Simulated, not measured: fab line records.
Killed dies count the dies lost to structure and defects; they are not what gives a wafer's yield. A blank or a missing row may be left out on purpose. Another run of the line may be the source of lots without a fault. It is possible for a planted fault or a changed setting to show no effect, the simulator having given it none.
Split-lot experiment | flow sfq line | 23 wafers read across 5 lots, on a route 325 steps long

## THE SPLIT
At SFQ_TRILAYER_M6_LITHO_COAT_159 (resist thk 600 nm), the setting resist thk nm was moved away from the recipe's 600 nm on 6 of the 23 wafers read, by -4.1% to +3.7%. The other wafers ran this setting at the recipe's value.

## FROM THE SPLIT TO THE READING: what the file shows between them, 3 steps
- SFQ_TRILAYER_M6_LITHO_SOFTBAKE_163
- SFQ_TRILAYER_M6_LITHO_EXPOSE_160: exposes mask M6, target cd 500 nm
- SFQ_TRILAYER_M6_BARC_OPEN_METAL_ETCH_206: etches BARC in O2, target depth 125 nm, time 42.91 s

## THE READING
KrF_of_TRILAYER_M6_LITHO_COAT_159.thk nm (the simulator's own value, which no gauge read), in nm, at SFQ_TRILAYER_M6_ETCH_METAL_ETCH_162 (etches Nb in Cl2/Ar, stops on SiO2, target depth 240 nm, time 120 s). There is no usual value for it anywhere in the file. Average 379.0 nm, standard deviation 3.5 nm, over the 17 wafers here run with the recipe.

wafer  | tool, chamber at the split | resist thk nm as run, nm | against the recipe | KrF_of_TRILAYER_M6_LITHO_COAT_159.thk nm, nm | against lot-mates on the recipe
L074.1 | litho track-01, 0          | 622                      | +3.7%              | 398                                          | +21.7
L074.2 | litho track-01, 0          | 600                      | recipe             | 379.2                                        | -
L074.3 | litho track-01, 0          | 622                      | +3.7%              | 400.9                                        | +24.6
L074.4 | litho track-01, 0          | 600                      | recipe             | 375.2                                        | -
L074.6 | litho track-01, 0          | 600                      | recipe             | 374.4                                        | -
L076.1 | litho track-01, 0          | 600                      | recipe             | 375.9                                        | -
L076.2 | litho track-01, 0          | 600                      | recipe             | 383.3                                        | -
L076.3 | litho track-01, 0          | 600                      | recipe             | 382.4                                        | -
L076.5 | litho track-01, 0          | 575.6                    | -4.1%              | 361.3                                        | -19.2
L076.6 | litho track-01, 0          | 575.6                    | -4.1%              | 352.9                                        | -27.6
L080.1 | litho track-02, 0          | 619                      | +3.2%              | 399.9                                        | +21.4
L080.2 | litho track-02, 0          | 600                      | recipe             | 376.8                                        | -
L080.3 | litho track-02, 0          | 600                      | recipe             | 383                                          | -
L080.4 | litho track-02, 0          | 600                      | recipe             | 375.6                                        | -
L080.5 | litho track-02, 0          | 619                      | +3.2%              | 396                                          | +17.5
L081.1 | litho track-01, 0          | 600                      | recipe             | 375.2                                        | -
L081.2 | litho track-01, 0          | 600                      | recipe             | 380.2                                        | -
L081.4 | litho track-01, 0          | 600                      | recipe             | 379.5                                        | -
L081.5 | litho track-01, 0          | 600                      | recipe             | 375.1                                        | -
L081.6 | litho track-01, 0          | 600                      | recipe             | 381                                          | -
L082.1 | litho track-04, 0          | 600                      | recipe             | 384.7                                        | -
L082.2 | litho track-04, 0          | 600                      | recipe             | 377.5                                        | -
L082.4 | litho track-04, 0          | 600                      | recipe             | 384.2                                        | -

THE FIT
A straight line over all 23 wafers: KrF_of_TRILAYER_M6_LITHO_COAT_159.thk nm changes by +5.59 nm for each +1% of resist thk nm; r = +0.95; the points scatter about the line by 3.5 nm.
The same after taking each lot's own level away (the mean of its wafers on the recipe; 23 wafers): +6.03 nm for each +1%; r = +0.97; scatter 3 nm.
On that fit, the largest move of resist thk nm shifts the reading by 25 nm.
The lots' own levels span 376.27 to 382.13 nm, that is 1.7 times the standard deviation above.
Consequently the slope shifts little with the lot-to-lot level, the two slopes agreeing.
Check: for one of the wafers moved furthest among these (-4.1%), held out of the fit, the line's prediction against its lot-mates is -26.3 nm. Against them it came out at -19.2 nm.

## ADDITIONAL SPLITS CARRIED BY THESE WAFERS
Note: prior to the reading, these wafers also went through further splits. Each is held against what the fit with the lots' levels taken away leaves over:
other split on the same wafers               | wafers away from the commonest value | r with KrF_of_TRILAYER_M6_LITHO_COAT_159.thk nm (lot level and that fit taken away)
SFQ_TRILAYER_JJ_CE_LITHO_PEB_117 peb time s  | 9                                    | -0.20
SFQ_TRILAYER_M5_LITHO_PEB_126 peb time s     | 8                                    | -0.01
SFQ_TRILAYER_M5_ETCH_METAL_ETCH_126 icp w    | 7                                    | -0.01
SFQ_TRILAYER_R5_DEP_SPUTTER_134 time s       | 11                                   | +0.19
SFQ_TRILAYER_R5_LITHO_COAT_136 resist thk nm | 8                                    | +0.16
SFQ_TRILAYER_A5C_DEP_PECVD_142 time s        | 4                                    | -0.27
SFQ_TRILAYER_I5_LITHO_PEB_147 peb temp c     | 8                                    | +0.11
SFQ_TRILAYER_C5_LITHO_EXPOSE_152 dose mj     | 9                                    | +0.08
SFQ_TRILAYER_C5_ETCH_VIA_ETCH_154 source w   | 10                                   | +0.13

## THE WHOLE CHAIN: every reading that the file lists as answering this split, in the file's order
step                                | what it does                                                        | reading                                                                                   | change (the file's fit)              | r (the file's)
SFQ_TRILAYER_M6_LITHO_COAT_159      | resist thk 600 nm                                                   | KrF_of_TRILAYER_M6_LITHO_COAT_159.thk nm (the simulator's own value, which no gauge read) | +5.94 nm for each +1% of the setting | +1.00
SFQ_TRILAYER_M6_ETCH_METAL_ETCH_162 | etches Nb in Cl2/Ar, stops on SiO2, target depth 240 nm, time 120 s | KrF_of_TRILAYER_M6_LITHO_COAT_159.thk nm (the simulator's own value, which no gauge read) | +6.04 nm for each +1% of the setting | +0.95

## THE FILE'S OWN FIT
KrF_of_TRILAYER_M6_LITHO_COAT_159.thk nm changes by +6.04 nm for each +1% of resist thk nm, r = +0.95.
